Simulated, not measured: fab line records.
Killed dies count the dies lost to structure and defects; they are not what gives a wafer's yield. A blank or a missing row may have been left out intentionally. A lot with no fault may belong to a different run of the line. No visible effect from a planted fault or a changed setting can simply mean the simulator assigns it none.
Chamber matching / flow sky130 / SKY_CAP2M_CVD_00 on pecvd-03 has 3 sister chambers
The step deposits SiO2, target thk 15.5 nm. 3 wafers are shown with their chamber, then 7 later ones without.

WAFERS WITH THEIR CHAMBER
wafer=L122.1; chamber=0; heater-power-w (W)=703
wafer=L123.1; chamber=1; heater-power-w (W)=724
wafer=L123.5; chamber=2; heater-power-w (W)=749

WAFERS WITHOUT THEIR CHAMBER
wafer=L123.6; heater-power-w (W)=721
wafer=L128.3; heater-power-w (W)=754
wafer=L128.4; heater-power-w (W)=794
wafer=L128.5; heater-power-w (W)=767
wafer=L129.2; heater-power-w (W)=778
wafer=L129.3; heater-power-w (W)=620
wafer=L129.4; heater-power-w (W)=628

WHICH CHAMBER EACH WENT THROUGH
wafer=L123.6; from the rows above=can't be placed: 1 or 0 or 2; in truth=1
wafer=L128.3; from the rows above=can't be placed: 2 or 1 or 0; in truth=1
wafer=L128.4; from the rows above=can't be placed: 2 or 1 or 0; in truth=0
wafer=L128.5; from the rows above=can't be placed: 2 or 1 or 0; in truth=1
wafer=L129.2; from the rows above=can't be placed: 2 or 1 or 0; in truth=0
wafer=L129.3; from the rows above=can't be placed: 0 or 1 or 2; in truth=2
wafer=L129.4; from the rows above=can't be placed: 0 or 1 or 2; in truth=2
Placed correctly: 0 of 7. From these rows, 7 cannot be placed; in 7 the true chamber is one of the candidates. Number placed wrongly: 0.
How it was worked out, from the rows above alone: a wafer's distance from a chamber is the root of the sum, over the readings, of the square of ((its reading less the chamber's mean) divided by the reading's scatter). The wafer belongs to the nearest chamber; if the next one is less than 2 further off, it can't be placed. The mean given for a chamber averages the wafers shown for that chamber. The scatter: with one shown wafer a chamber, the root of the mean of the squares of how far each hidden wafer lies from its nearest shown one.
